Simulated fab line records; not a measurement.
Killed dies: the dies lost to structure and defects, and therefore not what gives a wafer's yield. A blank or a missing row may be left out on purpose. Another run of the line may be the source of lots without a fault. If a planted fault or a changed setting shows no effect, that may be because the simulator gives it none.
fab line records + flow sfq-line
[record]
- lots = 6
- wafers = 18
- last-day = 94
route steps=325 shown INCOMING@1 L0@3 L0V@16 M0@28 M8@325
lots untouched by any fault: they come from a run of this same line in which no faults occurred
start-h: hours from the record's opening day to when the first of the lot's shown wafers began + wait-h: hours elapsed since this lot's preceding step + " identical to the entry in the row above + L1.1+2: a single row standing in for several wafers + - no value present, or no start provided + * or withheld: withheld + < > ~ a bound
route shown NAME@n: names a module that has steps shown in the file, with the first one's number in the route + usual: mean/standard deviation taken from wafers without a fault + same: alike in all rows + chamber/n: place in a boat + sites: readings site by site + _std_site: the values' standard deviation + _edge_site: inner sites' mean taken away from outer sites' mean + radius-mm: how far each site lies from the wafer's centre + mask NAME#n: copy n + behind: the tool/chamber that last shaped the wafer + hold: cause of the lot's hold/its duration in hours/its outcome + device: transistor that didn't switch, given as n, p or np + end of line: tests of these same wafers at the route's end + a step without rows: its recipe alone + killed: count of dies lost to structure and defects at first sort (not the wafer's yield) + map: shows each die of a wafer: x if killed, . if not, _ if none is there
set.NAME: the setting as run; set.NAME@STEP: as run at that earlier step + model.NAME: the simulator's own value behind a step, which no gauge read
certain route steps with their lots: each step a table, each wafer a row
services: when a tool's chamber went out of use (start-h, in hours from the record's first day, below 0 if earlier), for how many hours, and the reason
[[steps]]
[step SFQ_INCOMING_BOW_MEAS_900]
[recipe]
- mode = bow
[usual]
- INCOMING_BOW = -1/6.2
| lot.wafer | tool          | chamber | start-h | wait-h | INCOMING_BOW[um] |
|-----------|---------------|---------|---------|--------|------------------|
| L121.2    | film-metro-02 | -       | 40.02   | -      | -1               |
| L121.4    | "             | -       | "       | "      | -3               |
| L121.6    | "             | -       | "       | "      | -5               |
| L123.1    | film-metro-02 | -       | 50.00   | -      | -5               |
| L123.3    | "             | -       | "       | "      | 3                |
| L123.4    | "             | -       | "       | "      | -1               |
| L126.4    | film-metro-02 | -       | 65.06   | -      | 2                |
| L126.5    | "             | -       | "       | "      | -3               |
| L126.6    | "             | -       | "       | "      | 1                |
| L131.3    | film-metro-03 | -       | 90.04   | -      | 13               |
| L131.4    | "             | -       | "       | "      | 2                |
| L131.5    | "             | -       | "       | "      | 7                |
| L133.1    | film-metro-03 | -       | 100.00  | -      | -3               |
| L133.3    | "             | -       | "       | "      | -6               |
| L133.5    | "             | -       | "       | "      | -5               |
| L137.4    | film-metro-04 | -       | 120.06  | -      | -3               |
| L137.5    | "             | -       | "       | "      | -1               |
| L137.6    | "             | -       | "       | "      | -8               |
[step SFQ_TRILAYER_INCOMING_OXIDATION_002]
[recipe]
- temp-c = 1000
- ambient = H2O
- target-thk-a = 5000
- p-h2o-torr = 720
- ox-time-s = 4939
[step SFQ_TRILAYER_L0_DEP_SPUTTER_003]
[recipe]
- material = MoNx_KI
- base-pressure-pa = 1.33e-06
- target-thk-nm = 40
- power-w = 800
- time-s = 100
- chamber-pressure-pa = 0.4
[usual]
- cathode-dc-power-W = 799.99/0.13
- throttle-valve-pct = 30.6/1.1
| lot.wafer | tool           | chamber | start-h | wait-h | cathode-dc-power-W | throttle-valve-pct | model.MoNx_KI_of_TRILAYER_L0_DEP_SPUTTER_003.thk-nm |
|-----------|----------------|---------|---------|--------|--------------------|--------------------|-----------------------------------------------------|
| L121.2    | pvd-sputter-03 | -       | 42.49   | 0.0    | 799.82             | 29.7               | 40.61                                               |
| L121.4    | "              | -       | "       | "      | 799.95             | 30.0               | 40.11                                               |
| L121.6    | "              | -       | "       | "      | 800.27             | 30.0               | 40.2                                                |
| L123.1    | pvd-sputter-06 | -       | 52.49   | 0.0    | 799.92             | 30.4               | 40.06                                               |
| L123.3    | "              | -       | "       | "      | 799.88             | 31.0               | 40.12                                               |
| L123.4    | "              | -       | "       | "      | 800.00             | 32.7               | 40.34                                               |
| L126.4    | pvd-sputter-05 | -       | 67.49   | 0.0    | 800.04             | 31.6               | 40.18                                               |
| L126.5    | "              | -       | "       | "      | 799.97             | 31.2               | 40.18                                               |
| L126.6    | "              | -       | "       | "      | 799.96             | 30.7               | 39.81                                               |
| L131.3    | pvd-sputter-05 | -       | 92.49   | 0.0    | 799.81             | 31.1               | 43.11                                               |
| L131.4    | "              | -       | "       | "      | 800.17             | 31.1               | 39.33                                               |
| L131.5    | "              | -       | "       | "      | 799.95             | 30.9               | 39.73                                               |
| L133.1    | pvd-sputter-03 | -       | 102.49  | 0.0    | 800.20             | 29.7               | 40.59                                               |
| L133.3    | "              | -       | "       | "      | 800.15             | 30.2               | 40.97                                               |
| L133.5    | "              | -       | "       | "      | 800.03             | 30.1               | 41.03                                               |
| L137.4    | pvd-sputter-05 | -       | 122.49  | 0.0    | 799.87             | 31.3               | 40.38                                               |
| L137.5    | "              | -       | "       | "      | 799.82             | 31.2               | 44.03                                               |
| L137.6    | "              | -       | "       | "      | 799.98             | 30.9               | 40.51                                               |
[step SFQ_L0_RS_MEAS_901]
[recipe]
- thk-meas-gauge = four-point-probe
- reads = MoNx_KI_of_TRILAYER_L0_DEP_SPUTTER_003
[usual]
- L0_MONX_KI_RS = 43.3/0.41
| lot.wafer | tool          | chamber | start-h | wait-h | L0_MONX_KI_RS[ohm/sq] |
|-----------|---------------|---------|---------|--------|-----------------------|
| L121.2    | film-metro-03 | -       | 42.58   | 0.1    | 42.8                  |
| L121.4    | "             | -       | "       | "      | 43.4                  |
| L121.6    | "             | -       | "       | "      | 43.3                  |
| L123.1    | film-metro-02 | -       | 52.56   | 0.0    | 43.4                  |
| L123.3    | "             | -       | "       | "      | 43.3                  |
| L123.4    | "             | -       | "       | "      | 43.1                  |
| L126.4    | film-metro-02 | -       | 67.62   | 0.1    | 43.3                  |
| L126.5    | "             | -       | "       | "      | 43.3                  |
| L126.6    | "             | -       | "       | "      | 43.7                  |
| L131.3    | film-metro-01 | -       | 92.60   | 0.1    | 40.4                  |
| L131.4    | "             | -       | "       | "      | 44.2                  |
| L131.5    | "             | -       | "       | "      | 43.8                  |
| L133.1    | film-metro-03 | -       | 102.56  | 0.0    | 42.7                  |
| L133.3    | "             | -       | "       | "      | 42.4                  |
| L133.5    | "             | -       | "       | "      | 42.3                  |
| L137.4    | film-metro-03 | -       | 122.62  | 0.1    | 43.1                  |
| L137.5    | "             | -       | "       | "      | 39.5                  |
| L137.6    | "             | -       | "       | "      | 42.7                  |
[step SFQ_L0_THK_MEAS_902]
[recipe]
- thk-meas-gauge = xrf
- reads = MoNx_KI_of_TRILAYER_L0_DEP_SPUTTER_003
[usual]
- L0_MONX_KI_THK = 40.3/0.48
| lot.wafer | tool          | chamber | start-h | wait-h | L0_MONX_KI_THK[nm] |
|-----------|---------------|---------|---------|--------|--------------------|
| L121.2    | film-metro-03 | -       | 42.69   | 0.1    | 40.9               |
| L121.4    | "             | -       | "       | "      | 40.4               |
| L121.6    | "             | -       | "       | "      | 40.5               |
| L123.1    | film-metro-02 | -       | 52.68   | 0.1    | 40.2               |
| L123.3    | "             | -       | "       | "      | 40.0               |
| L123.4    | "             | -       | "       | "      | 40.3               |
| L126.4    | film-metro-02 | -       | 67.71   | 0.1    | 40.0               |
| L126.5    | "             | -       | "       | "      | 40.0               |
| L126.6    | "             | -       | "       | "      | 39.7               |
| L131.3    | film-metro-01 | -       | 92.70   | 0.1    | 43.3               |
| L131.4    | "             | -       | "       | "      | 39.8               |
| L131.5    | "             | -       | "       | "      | 40.3               |
| L133.1    | film-metro-03 | -       | 102.68  | 0.1    | 40.9               |
| L133.3    | "             | -       | "       | "      | 41.0               |
| L133.5    | "             | -       | "       | "      | 41.3               |
| L137.4    | film-metro-03 | -       | 122.71  | 0.1    | 41.1               |
| L137.5    | "             | -       | "       | "      | 44.5               |
| L137.6    | "             | -       | "       | "      | 41.4               |
[step SFQ_TRILAYER_L0_LITHO_COAT_010]
[recipe]
- resist = BARC
- spin-rpm = 3000
- resist-thk-nm = 62
[step SFQ_TRILAYER_L0_LITHO_COAT_005]
[recipe]
- resist = KrF
- spin-rpm = 3000
- resist-thk-nm = 600
[step SFQ_TRILAYER_L0_LITHO_SOFTBAKE_009]
[recipe]
- temp-c = withheld
- time-s = withheld
- resist = KrF
[step SFQ_TRILAYER_L0_LITHO_EXPOSE_006]
[recipe]
- mask-id = L0
- na = 0.6
- source-shape = conventional
- sigma-outer = 0.65
- target-cd-nm = 2000
- dose-mj = 14.4
[step SFQ_TRILAYER_L0_LITHO_PEB_008]
[recipe]
- peb-temp-c = 115
- peb-time-s = 60
- resist = KrF
[step SFQ_TRILAYER_L0_LITHO_DEVELOP_007]
[recipe]
- time-s = 60
- resist = KrF
[step SFQ_TRILAYER_L0_BARC_OPEN_METAL_ETCH_010]
[recipe]
- mask-material = PR
- chemistry = O2
- target-depth-nm = 125
- target = BARC
- icp-w = 600
- bias-w = 80
- pressure-mtorr = 10
- time-s = 41.7
[usual]
- bias-w = 79.95/0.23
- drypump-motor-current-A = 5.7/0.44
- oes-product-au = 0.685/0.0052
| lot.wafer | tool         | chamber | start-h | wait-h | bias-w | drypump-motor-current-A | oes-product-au | rf-hours-counter-h |
|-----------|--------------|---------|---------|--------|--------|-------------------------|----------------|--------------------|
| L121.2    | rie-metal-01 | 1       | 116.18  | 0.1    | 79.97  | 5.4                     | 0.684          | 86                 |
| L121.4    | "            | 1       | "       | "      | 79.82  | 5.4                     | 0.693          | -                  |
| L121.6    | "            | 1       | "       | "      | 79.79  | 5.4                     | 0.684          | -                  |
| L123.1    | rie-metal-02 | 1       | 126.98  | 0.1    | 79.70  | 6.4                     | 0.680          | 146                |
| L123.3    | "            | 0       | "       | "      | 79.65  | 5.3                     | 0.686          | -                  |
| L123.4    | "            | 1       | "       | "      | 79.83  | 6.4                     | 0.686          | -                  |
| L126.4    | rie-metal-01 | 0       | 146.20  | 0.1    | 79.69  | 5.4                     | 0.692          | -                  |
| L126.5    | "            | 0       | "       | "      | 79.33  | 5.4                     | 0.686          | -                  |
| L126.6    | "            | 1       | "       | "      | 79.93  | 5.4                     | 0.683          | -                  |
| L131.3    | rie-metal-03 | 0       | 178.60  | 0.1    | 80.28  | 5.5                     | 0.684          | -                  |
| L131.4    | "            | 1       | "       | "      | 79.78  | 5.8                     | 0.684          | -                  |
| L131.5    | "            | 0       | "       | "      | 80.29  | 5.5                     | 0.682          | -                  |
| L133.1    | rie-metal-02 | 0       | 190.58  | 0.1    | 80.04  | 5.3                     | 0.685          | 12                 |
| L133.3    | "            | 1       | "       | "      | 79.82  | 6.5                     | 0.682          | -                  |
| L133.5    | "            | 0       | "       | "      | 79.93  | 5.3                     | 0.682          | -                  |
| L137.4    | rie-metal-02 | 0       | 222.27  | 0.1    | 79.74  | 5.3                     | 0.671          | -                  |
| L137.5    | "            | 1       | "       | "      | 79.81  | 6.4                     | 0.684          | -                  |
| L137.6    | "            | 0       | "       | "      | 79.83  | 5.3                     | 0.689          | -                  |
[step SFQ_TRILAYER_L0_ETCH_METAL_ETCH_008]
[recipe]
- target = MoNx_KI
- stop-on = SiO2
- mask-material = PR
- chemistry = SF6/O2
- target-depth-nm = 50
- icp-w = 600
- bias-w = 80
- pressure-mtorr = 10
- time-s = 25
[usual]
- bias-w = 80.00/0.25
- drypump-motor-current-A = 5.7/0.43
- oes-product-au = 0.875/0.0064
| lot.wafer | tool         | chamber | start-h | wait-h | bias-w | drypump-motor-current-A | oes-product-au | rf-hours-counter-h |
|-----------|--------------|---------|---------|--------|--------|-------------------------|----------------|--------------------|
| L121.2    | rie-metal-01 | 1       | 116.24  | 0.0    | 79.42  | 5.4                     | 0.876          | 86                 |
| L121.4    | "            | 1       | "       | "      | 79.47  | 5.4                     | 0.878          | -                  |
| L121.6    | "            | 1       | "       | "      | 79.37  | 5.4                     | 0.879          | -                  |
| L123.1    | rie-metal-02 | 1       | 127.04  | 0.0    | 80.11  | 6.4                     | 0.869          | 146                |
| L123.3    | "            | 0       | "       | "      | 79.71  | 5.3                     | 0.866          | -                  |
| L123.4    | "            | 1       | "       | "      | 80.27  | 6.5                     | 0.871          | -                  |
| L126.4    | rie-metal-01 | 0       | 146.26  | 0.0    | 80.11  | 5.3                     | 0.875          | -                  |
| L126.5    | "            | 0       | "       | "      | 80.16  | 5.4                     | 0.878          | -                  |
| L126.6    | "            | 1       | "       | "      | 80.01  | 5.4                     | 0.880          | -                  |
| L131.3    | rie-metal-03 | 0       | 178.66  | 0.0    | 79.94  | 5.5                     | 0.910          | -                  |
| L131.4    | "            | 1       | "       | "      | 79.94  | 5.8                     | 0.863          | -                  |
| L131.5    | "            | 0       | "       | "      | 79.96  | 5.5                     | 0.864          | -                  |
| L133.1    | rie-metal-02 | 0       | 190.64  | 0.0    | 80.46  | 5.3                     | 0.883          | 12                 |
| L133.3    | "            | 1       | "       | "      | 80.05  | 6.4                     | 0.882          | -                  |
| L133.5    | "            | 0       | "       | "      | 80.03  | 5.3                     | 0.889          | -                  |
| L137.4    | rie-metal-02 | 0       | 222.33  | 0.0    | 80.07  | 5.3                     | 0.878          | -                  |
| L137.5    | "            | 1       | "       | "      | 80.05  | 6.5                     | 0.926          | -                  |
| L137.6    | "            | 0       | "       | "      | 80.02  | 5.3                     | 0.877          | -                  |
[step SFQ_TRILAYER_L0_STRIP_STRIP_009]
[recipe]
- gas = O2
- power-w = 200
- platen-temp-c = 40
- overash-fraction = 0.65
- chemistry = O2
- pressure-mtorr = 50
[step SFQ_TRILAYER_L0_STRIP_SOLV_CLEAN_010]
[recipe]
- chemistry = NMP
- temp-c = 70
- time-s = 600
[step SFQ_TRILAYER_L0_CAP_PECVD_011]
[recipe]
- material = SiO2
- temp-c = 150
- time-s = 13.333
- pressure-torr = 2.4
- rf-w = 183.3
- precursor = SiH4/N2O
- target-thk-nm = 60
[usual]
- heater-power-w = 91/11
- throttle-valve-pct = 25.1/0.95
| lot.wafer | tool     | chamber | start-h | wait-h | heater-power-w | throttle-valve-pct |
|-----------|----------|---------|---------|--------|----------------|--------------------|
| L121.2    | pecvd-03 | 0       | 117.06  | 0.0    | 98             | 25.3               |
| L121.4    | "        | 1       | "       | "      | 84             | 23.5               |
| L121.6    | "        | 2       | "       | "      | 78             | 24.5               |
| L123.1    | pecvd-03 | 0       | 127.86  | 0.0    | 93             | 25.5               |
| L123.3    | "        | 1       | "       | "      | 80             | 23.6               |
| L123.4    | "        | 0       | "       | "      | 92             | 25.5               |
| L126.4    | pecvd-04 | 2       | 147.07  | 0.0    | 90             | 24.6               |
| L126.5    | "        | 1       | "       | "      | 81             | 24.8               |
| L126.6    | "        | 0       | "       | "      | 95             | 23.9               |
| L131.3    | pecvd-03 | 2       | 179.46  | 0.0    | 73             | 24.8               |
| L131.4    | "        | 2       | "       | "      | 74             | 24.7               |
| L131.5    | "        | 1       | "       | "      | 92             | 23.4               |
| L133.1    | pecvd-04 | 1       | 191.46  | 0.0    | 77             | 25.0               |
| L133.3    | "        | 1       | "       | "      | 77             | 24.8               |
| L133.5    | "        | 0       | "       | "      | 99             | 23.9               |
| L137.4    | pecvd-02 | 2       | 223.16  | 0.0    | 106            | 26.8               |
| L137.5    | "        | 0       | "       | "      | 83             | 26.1               |
| L137.6    | "        | 1       | "       | "      | 109            | 25.5               |
[step SFQ_TRILAYER_L0_VIA_LITHO_COAT_018]
[recipe]
- resist = BARC
- spin-rpm = 3000
- resist-thk-nm = 62
[step SFQ_TRILAYER_L0_VIA_LITHO_COAT_013]
[recipe]
- resist = KrF
- spin-rpm = 3000
- resist-thk-nm = 650
[step SFQ_TRILAYER_L0_VIA_LITHO_SOFTBAKE_017]
[recipe]
- temp-c = withheld
- time-s = withheld
- resist = KrF
[step SFQ_TRILAYER_L0_VIA_LITHO_EXPOSE_014]
[recipe]
- mask-id = L0V
- na = 0.6
- source-shape = conventional
- sigma-outer = 0.65
- target-cd-nm = 700
- dose-mj = 21.3
[step SFQ_TRILAYER_L0_VIA_LITHO_PEB_016]
[recipe]
- peb-temp-c = 115
- peb-time-s = 60
- resist = KrF
[step SFQ_TRILAYER_L0_VIA_LITHO_DEVELOP_015]
[recipe]
- time-s = 60
- resist = KrF
[step SFQ_L0V_OVL_MEAS_903]
[usual]
- L0V_OVL = 1/5.3
| lot.wafer | tool       | chamber | start-h | wait-h | L0V_OVL[nm] |
|-----------|------------|---------|---------|--------|-------------|
| L121.2    | overlay-01 | -       | 215.06  | 0.1    | 6           |
| L121.4    | "          | -       | "       | "      | -3          |
| L121.6    | "          | -       | "       | "      | 2           |
| L123.1    | overlay-02 | -       | 229.46  | 0.1    | 7           |
| L123.3    | "          | -       | "       | "      | 1           |
| L123.4    | "          | -       | "       | "      | -1          |
| L126.4    | overlay-01 | -       | 248.67  | 0.1    | -6          |
| L126.5    | "          | -       | "       | "      | -7          |
| L126.6    | "          | -       | "       | "      | -9          |
| L131.3    | overlay-01 | -       | 277.47  | 0.1    | 0           |
| L131.4    | "          | -       | "       | "      | 10          |
| L131.5    | "          | -       | "       | "      | -2          |
| L133.1    | overlay-01 | -       | 288.26  | 0.1    | 1           |
| L133.3    | "          | -       | "       | "      | 11          |
| L133.5    | "          | -       | "       | "      | 5           |
| L137.4    | overlay-02 | -       | 335.20  | 0.1    | 1           |
| L137.5    | "          | -       | "       | "      | 1           |
| L137.6    | "          | -       | "       | "      | 0           |
[step SFQ_TRILAYER_L0_VIA_BARC_OPEN_VIA_ETCH_021]
[recipe]
- mask-material = PR
- chemistry = O2
- target-depth-nm = 125
- target = BARC
- source-w = 500
- bias-w = 80
- pressure-mtorr = 30
- time-s = 41.7
[usual]
- bias-w = 80.02/0.26
- drypump-motor-current-A = 5.4/0.44
- oes-product-au = 0.685/0.0048
| lot.wafer | tool        | chamber | start-h | wait-h | bias-w | drypump-motor-current-A | oes-product-au | rf-hours-counter-h |
|-----------|-------------|---------|---------|--------|--------|-------------------------|----------------|--------------------|
| L121.2    | rie-diel-04 | 1       | 215.09  | 0.0    | 79.76  | 5.9                     | 0.680          | 5                  |
| L121.4    | "           | 2       | "       | "      | 79.70  | 4.9                     | 0.684          | 2                  |
| L121.6    | "           | 3       | "       | "      | 79.84  | 5.5                     | 0.685          | -                  |
| L123.1    | rie-diel-02 | 3       | 229.49  | 0.0    | 80.22  | 4.9                     | 0.683          | 3                  |
| L123.3    | "           | 2       | "       | "      | 80.39  | 5.0                     | 0.689          | 82                 |
| L123.4    | "           | 0       | "       | "      | 79.74  | 5.6                     | 0.688          | 89                 |
| L126.4    | rie-diel-01 | 0       | 248.71  | 0.0    | 80.46  | 5.6                     | 0.678          | -                  |
| L126.5    | "           | 2       | "       | "      | 80.15  | 6.3                     | 0.681          | -                  |
| L126.6    | "           | 1       | "       | "      | 79.96  | 5.3                     | 0.683          | -                  |
| L131.3    | rie-diel-04 | 0       | 277.49  | 0.0    | 80.06  | 5.0                     | 0.680          | 62                 |
| L131.4    | "           | 2       | "       | "      | 80.54  | 4.9                     | 0.681          | 3                  |
| L131.5    | "           | 1       | "       | "      | 80.52  | 5.8                     | 0.696          | -                  |
| L133.1    | rie-diel-04 | 1       | 288.29  | 0.0    | 79.68  | 5.9                     | 0.688          | 6                  |
| L133.3    | "           | 0       | "       | "      | 80.20  | 5.0                     | 0.681          | 63                 |
| L133.5    | "           | 0       | "       | "      | 80.49  | 5.0                     | 0.694          | -                  |
| L137.4    | rie-diel-01 | 1       | 335.22  | 0.0    | 80.14  | 5.4                     | 0.690          | 101                |
| L137.5    | "           | 3       | "       | "      | 79.73  | 5.6                     | 0.682          | -                  |
| L137.6    | "           | 2       | "       | "      | 79.90  | 6.3                     | 0.681          | -                  |
[step SFQ_TRILAYER_L0_VIA_ETCH_VIA_ETCH_016]
[recipe]
- target = SiO2
- stop-on = MoNx_KI
- mask-material = PR
- chemistry = CHF3
- target-depth-nm = 80
- source-w = 500
- bias-w = 80
- pressure-mtorr = 30
- time-s = withheld
[step SFQ_TRILAYER_L0_VIA_STRIP_STRIP_017]
[recipe]
- gas = O2
- power-w = 200
- platen-temp-c = 40
- overash-fraction = 0.65
- chemistry = O2
- pressure-mtorr = 50
[usual]
- drypump-motor-current-A = 5.4/0.39
- oes-product-au = 1.005/0.01
[same]
- overash-fraction = 0.65
| lot.wafer | tool         | chamber | start-h | wait-h | drypump-motor-current-A | oes-product-au | rf-hours-counter-h |
|-----------|--------------|---------|---------|--------|-------------------------|----------------|--------------------|
| L121.2    | rie-metal-01 | 0       | 215.18  | -      | 5.4                     | 1.012          | 28                 |
| L121.4    | "            | 0       | "       | "      | 5.4                     | 1.007          | -                  |
| L121.6    | "            | 0       | "       | "      | 5.4                     | 1.006          | -                  |
| L123.1    | rie-metal-01 | 0       | 229.58  | -      | 5.4                     | 1.020          | 30                 |
| L123.3    | "            | 1       | "       | "      | 5.4                     | 1.033          | -                  |
| L123.4    | "            | 0       | "       | "      | 5.4                     | 1.016          | -                  |
| L126.4    | rie-metal-04 | 1       | 248.98  | -      | 5.2                     | 1.006          | -                  |
| L126.5    | "            | 0       | "       | "      | 5.2                     | 0.998          | -                  |
| L126.6    | "            | 1       | "       | "      | 5.2                     | 1.005          | -                  |
| L131.3    | rie-metal-02 | 0       | 277.78  | -      | 5.3                     | 1.003          | -                  |
| L131.4    | "            | 1       | "       | "      | 6.4                     | 1.005          | -                  |
| L131.5    | "            | 1       | "       | "      | 6.4                     | 1.000          | -                  |
| L133.1    | rie-metal-04 | 1       | 288.38  | -      | 5.2                     | 0.990          | 166                |
| L133.3    | "            | 1       | "       | "      | 5.2                     | 1.005          | -                  |
| L133.5    | "            | 1       | "       | "      | 5.2                     | 0.998          | -                  |
| L137.4    | rie-metal-04 | 1       | 335.57  | -      | 5.2                     | 0.989          | -                  |
| L137.5    | "            | 1       | "       | "      | 5.2                     | 1.003          | -                  |
| L137.6    | "            | 0       | "       | "      | 5.3                     | 0.993          | -                  |
[step SFQ_TRILAYER_L0_VIA_STRIP_SOLV_CLEAN_018]
[recipe]
- chemistry = NMP
- temp-c = 70
- time-s = 600
[step SFQ_TRILAYER_M0_DEP_PRE_CLEAN_020]
[recipe]
- gas = Ar
- time-s = 15
- bias-v = 250
[step SFQ_TRILAYER_M0_DEP_SPUTTER_019]
[recipe]
- material = Nb
- base-pressure-pa = 1.33e-06
- chamber-pressure-pa = 0.1333
- substrate-temp-c = 20
- resputter-cathode-voltage-v = 400
- target-thk-nm = 200
- power-w = 2000
- time-s = 133.3
[usual]
- cathode-dc-power-W = 2000.0/0.36
- throttle-valve-pct = 30.2/0.92
| lot.wafer | tool           | chamber | start-h | wait-h | cathode-dc-power-W | throttle-valve-pct |
|-----------|----------------|---------|---------|--------|--------------------|--------------------|
| L121.2    | pvd-sputter-04 | -       | 215.98  | 0.0    | 1999.7             | 29.4               |
| L121.4    | "              | -       | "       | "      | 2000.6             | 30.4               |
| L121.6    | "              | -       | "       | "      | 2000.0             | 30.6               |
| L123.1    | pvd-sputter-06 | -       | 230.38  | 0.0    | 1999.7             | 30.1               |
| L123.3    | "              | -       | "       | "      | 2000.3             | 30.2               |
| L123.4    | "              | -       | "       | "      | 1999.6             | 30.6               |
| L126.4    | pvd-sputter-06 | -       | 249.58  | 0.0    | 1999.5             | 30.2               |
| L126.5    | "              | -       | "       | "      | 2000.5             | 30.6               |
| L126.6    | "              | -       | "       | "      | 1999.9             | 32.8               |
| L131.3    | pvd-sputter-04 | -       | 278.38  | 0.0    | 2000.3             | 30.8               |
| L131.4    | "              | -       | "       | "      | 2000.2             | 30.0               |
| L131.5    | "              | -       | "       | "      | 2000.4             | 29.6               |
| L133.1    | pvd-sputter-04 | -       | 289.19  | 0.0    | 2000.3             | 29.1               |
| L133.3    | "              | -       | "       | "      | 1999.8             | 30.8               |
| L133.5    | "              | -       | "       | "      | 1999.9             | 29.1               |
| L137.4    | pvd-sputter-04 | -       | 336.30  | 0.0    | 2000.7             | 29.2               |
| L137.5    | "              | -       | "       | "      | 2000.7             | 30.8               |
| L137.6    | "              | -       | "       | "      | 2000.2             | 29.7               |
[step SFQ_M0_RS_MEAS_904]
[recipe]
- thk-meas-gauge = four-point-probe
- reads = Nb_of_TRILAYER_M0_DEP_SPUTTER_019
[usual]
- M0_NB_RS = 0.892/0.0097
| lot.wafer | tool          | chamber | start-h | wait-h | M0_NB_RS[ohm/sq] |
|-----------|---------------|---------|---------|--------|------------------|
| L121.2    | film-metro-03 | -       | 216.09  | 0.1    | 0.903            |
| L121.4    | "             | -       | "       | "      | 0.903            |
| L121.6    | "             | -       | "       | "      | 0.898            |
| L123.1    | film-metro-03 | -       | 230.47  | 0.0    | 0.896            |
| L123.3    | "             | -       | "       | "      | 0.891            |
| L123.4    | "             | -       | "       | "      | 0.905            |
| L126.4    | film-metro-03 | -       | 249.73  | 0.1    | 0.894            |
| L126.5    | "             | -       | "       | "      | 0.902            |
| L126.6    | "             | -       | "       | "      | 0.895            |
| L131.3    | film-metro-03 | -       | 278.51  | 0.1    | 0.882            |
| L131.4    | "             | -       | "       | "      | 0.871            |
| L131.5    | "             | -       | "       | "      | 0.868            |
| L133.1    | film-metro-01 | -       | 289.28  | 0.0    | 0.897            |
| L133.3    | "             | -       | "       | "      | 0.898            |
| L133.5    | "             | -       | "       | "      | 0.905            |
| L137.4    | film-metro-03 | -       | 336.45  | 0.1    | 0.900            |
| L137.5    | "             | -       | "       | "      | 0.893            |
| L137.6    | "             | -       | "       | "      | 0.885            |
[step SFQ_TRILAYER_M0_LITHO_COAT_026]
[recipe]
- resist = BARC
- spin-rpm = 3000
- resist-thk-nm = 62
[step SFQ_M8_BOW_MEAS_951]
[recipe]
- mode = bow
[usual]
- M8_BOW = 8/9.7
| lot.wafer | tool          | chamber | start-h | wait-h | M8_BOW[um] | model.etest.l0v.link-ohm | model.etest.l0.ohm-sq | model.etest.l0.ohm-um |
|-----------|---------------|---------|---------|--------|------------|--------------------------|-----------------------|-----------------------|
| L121.2    | film-metro-04 | -       | 1926.51 | 0.0    | -2         | 43.77                    | 42.84                 | 21.45                 |
| L121.4    | "             | -       | "       | "      | -4         | 44.3                     | 43.37                 | 21.71                 |
| L121.6    | "             | -       | "       | "      | -6         | 44.2                     | 43.28                 | 21.68                 |
| L123.1    | film-metro-04 | -       | 1970.88 | 0.0    | 8          | 44.35                    | 43.43                 | 21.69                 |
| L123.3    | "             | -       | "       | "      | 15         | 44.28                    | 43.36                 | 21.66                 |
| L123.4    | "             | -       | "       | "      | 12         | 44.06                    | 43.12                 | 21.53                 |
| L126.4    | film-metro-02 | -       | 2149.45 | 0.1    | 17         | 44.22                    | 43.3                  | 21.63                 |
| L126.5    | "             | -       | "       | "      | 13         | 44.23                    | 43.3                  | 21.65                 |
| L126.6    | "             | -       | "       | "      | 16         | 44.62                    | 43.7                  | 21.82                 |
| L131.3    | film-metro-04 | -       | 2175.54 | 0.0    | 44         | 41.26                    | 40.36                 | 20.15                 |
| L131.4    | "             | -       | "       | "      | 32         | 45.13                    | 44.23                 | 22.11                 |
| L131.5    | "             | -       | "       | "      | 39         | 44.68                    | 43.78                 | 21.87                 |
| L133.1    | film-metro-01 | -       | 2180.08 | 0.0    | 8          | 43.79                    | 42.86                 | 21.42                 |
| L133.3    | "             | -       | "       | "      | 5          | 43.39                    | 42.47                 | 21.21                 |
| L133.5    | "             | -       | "       | "      | 5          | 43.34                    | 42.4                  | 21.18                 |
| L137.4    | film-metro-04 | -       | 2266.10 | 0.1    | 6          | 44.01                    | 43.09                 | 21.56                 |
| L137.5    | "             | -       | "       | "      | 9          | 40.43                    | 39.51                 | 19.75                 |
| L137.6    | "             | -       | "       | "      | 2          | 43.85                    | 42.94                 | 21.49                 |
[[services]]
| tool           | chamber | start-h | hours | kind   |
|----------------|---------|---------|-------|--------|
| pvd-sputter-04 | -       | 22.47   | 4.3   | repair |
| rie-metal-02   | -       | 23.31   | 2.8   | pm     |
| pvd-sputter-05 | -       | 25.61   | 1.8   | repair |
| pvd-sputter-05 | -       | 30.42   | 9.4   | repair |
| rie-metal-04   | 0       | 49.89   | 20.1  | repair |
| pvd-sputter-04 | -       | 63.76   | 8.2   | repair |
| rie-metal-02   | -       | 84.81   | 14.6  | pm     |
| pvd-sputter-06 | -       | 87.58   | 5.3   | repair |
| pecvd-03       | -       | 138.21  | 6.0   | pm     |
| rie-diel-04    | -       | 154.59  | 2.8   | pm     |
| rie-metal-04   | -       | 155.61  | 14.6  | pm     |
| rie-metal-01   | 0       | 158.90  | 4.6   | repair |
| pvd-sputter-05 | -       | 164.07  | 10.1  | repair |
| pvd-sputter-06 | -       | 171.91  | 7.9   | repair |
| pvd-sputter-06 | -       | 177.77  | 2.8   | repair |
| pecvd-03       | 1       | 191.10  | 4.2   | repair |
| rie-diel-04    | 2       | 198.74  | 12.2  | repair |
| rie-metal-02   | -       | 203.10  | 0.6   | repair |
| pecvd-03       | -       | 228.39  | 2.8   | pm     |
| rie-metal-02   | -       | 245.08  | 0.7   | repair |
| rie-diel-04    | -       | 249.33  | 4.3   | pm     |
| rie-diel-04    | -       | 292.58  | 14.6  | pm     |
| pecvd-03       | -       | 321.34  | 0.3   | repair |
| rie-metal-01   | -       | 323.76  | 1.2   | repair |
[[key]]
[first-sign]
- step = SFQ_L0_RS_MEAS_901
- reading = L0_MONX_KI_RS
- direction = down
- sigmas = 8.3
- usual = 43.3
- struck = 40.0
[effect]
- step = SFQ_L0_THK_MEAS_902
- reading = L0_MONX_KI_THK
- direction = up
- sigmas = 7.6
- usual = 40.3
- struck = 43.9
[effect]
- step = SFQ_TRILAYER_L0_ETCH_METAL_ETCH_008
- reading = oes-product-au
- direction = up
- sigmas = 6.8
- usual = 0.875
- struck = 0.918
[model-effect]
- step = SFQ_TRILAYER_L0_DEP_SPUTTER_003
- value = MoNx_KI_of_TRILAYER_L0_DEP_SPUTTER_003.thk-nm
- without = 39.96
- struck = 43.57
[model-effect]
- step = SFQ_M8_BOW_MEAS_951
- value = etest.l0v.link-ohm
- without = 44.45
- struck = 40.85
met-at SFQ_TRILAYER_L0_DEP_SPUTTER_003
struck-wafers L131.3,L137.5
onset-between 67.49 92.49
[fault]
- kind = process-parameter-drift
- tool = pvd-sputter-05
- chamber = -
- onset-h = 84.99
- steps = SFQ_TRILAYER_L0_DEP_SPUTTER_003
- channel = time-s
- offset = *
- shape = step
- end-h = 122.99
- acts-in = *
- stated = *
- scope = struck-wafers-only
